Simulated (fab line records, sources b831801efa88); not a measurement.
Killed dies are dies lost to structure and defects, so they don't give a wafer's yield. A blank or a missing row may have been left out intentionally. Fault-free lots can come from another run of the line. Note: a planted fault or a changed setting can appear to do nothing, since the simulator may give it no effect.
Chamber matching / flow gf180mcu / GF_HV_LDD_ETCHBACK_58 on rie_diel-02: 4 sister chambers
The step etches Si3N4 in CH3F/O2, stops on SiO2, time 100 s, target depth 90 nm. 14 wafers are shown with their chamber, then 6 later ones without.

EACH WAFER AND ITS CHAMBER
wafer=L720.3; chamber=1; bias_w (W)=79.93; throttle_valve_pct (%)=10.560; oes_product_au (a.u.)=0.841
wafer=L720.4; chamber=3; bias_w (W)=80.06; throttle_valve_pct (%)=10.558; oes_product_au (a.u.)=0.847
wafer=L720.6; chamber=2; bias_w (W)=79.98; throttle_valve_pct (%)=10.580; oes_product_au (a.u.)=0.838
wafer=L721.2; chamber=3; bias_w (W)=80.45; throttle_valve_pct (%)=10.564; oes_product_au (a.u.)=0.837
wafer=L721.5; chamber=3; bias_w (W)=80.40; throttle_valve_pct (%)=10.559; oes_product_au (a.u.)=0.844
wafer=L721.6; chamber=2; bias_w (W)=79.56; throttle_valve_pct (%)=10.560; oes_product_au (a.u.)=0.829
wafer=L727.1; chamber=2; bias_w (W)=80.33; throttle_valve_pct (%)=10.551; oes_product_au (a.u.)=0.837
wafer=L727.4; chamber=3; bias_w (W)=80.29; throttle_valve_pct (%)=10.559; oes_product_au (a.u.)=0.844
wafer=L727.6; chamber=3; bias_w (W)=80.32; throttle_valve_pct (%)=10.567; oes_product_au (a.u.)=0.842
wafer=L735.3; chamber=0; bias_w (W)=80.29; throttle_valve_pct (%)=10.563; oes_product_au (a.u.)=0.845
wafer=L735.4; chamber=2; bias_w (W)=79.99; throttle_valve_pct (%)=10.548; oes_product_au (a.u.)=0.848
wafer=L737.3; chamber=1; bias_w (W)=79.71; throttle_valve_pct (%)=10.561; oes_product_au (a.u.)=0.835
wafer=L737.4; chamber=0; bias_w (W)=80.32; throttle_valve_pct (%)=10.570; oes_product_au (a.u.)=0.831
wafer=L737.6; chamber=1; bias_w (W)=80.03; throttle_valve_pct (%)=10.547; oes_product_au (a.u.)=0.834

SIGNATURES (averages over the wafers above)
reading=bias_w; chamber 0=80.3050; chamber 1=79.8900; chamber 2=79.9650; chamber 3=80.3040; scatter within a chamber=0.21
reading=throttle_valve_pct; chamber 0=10.56650; chamber 1=10.55600; chamber 2=10.55975; chamber 3=10.56140; scatter within a chamber=0.00912
reading=oes_product_au; chamber 0=0.83800; chamber 1=0.83667; chamber 2=0.83800; chamber 3=0.84280; scatter within a chamber=0.00603
Rule: for a wafer and a chamber, the distance is found by dividing, reading by reading, the gap between the wafer's reading and the chamber's mean by the reading's scatter, squaring, summing and taking the root. The wafer belongs to the nearest chamber; if the next one is less than 2 further off, it can't be placed. The scatter: take each reading less its chamber's mean, square it, sum over the shown wafers, divide by the number of wafers less the number of chambers, and take the root.

WAFERS WHOSE CHAMBER IS MISSING
wafer=L738.2; bias_w (W)=80.15; throttle_valve_pct (%)=10.554; oes_product_au (a.u.)=0.839
wafer=L738.5; bias_w (W)=80.42; throttle_valve_pct (%)=10.555; oes_product_au (a.u.)=0.839
wafer=L738.6; bias_w (W)=80.16; throttle_valve_pct (%)=10.566; oes_product_au (a.u.)=0.837
wafer=L740.3; bias_w (W)=80.04; throttle_valve_pct (%)=10.557; oes_product_au (a.u.)=0.846
wafer=L740.4; bias_w (W)=80.34; throttle_valve_pct (%)=10.562; oes_product_au (a.u.)=0.838
wafer=L740.6; bias_w (W)=79.80; throttle_valve_pct (%)=10.582; oes_product_au (a.u.)=0.843

THE CHAMBER EACH PASSED THROUGH
wafer=L738.2; from the rows above=can't be placed: 2 or 3 or 1 or 0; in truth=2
wafer=L738.5; from the rows above=can't be placed: 3 or 0 or 2 or 1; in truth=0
wafer=L738.6; from the rows above=can't be placed: 0 or 2 or 3 or 1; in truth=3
wafer=L740.3; from the rows above=can't be placed: 2 or 3 or 1 or 0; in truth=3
wafer=L740.4; from the rows above=can't be placed: 0 or 3 or 2 or 1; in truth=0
wafer=L740.6; from the rows above=can't be placed: 2 or 0 or 1 or 3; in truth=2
Placed correctly: 0 of 6. These rows do not allow placing 6 (true chamber among the candidates in 6). Placed wrongly: 0.
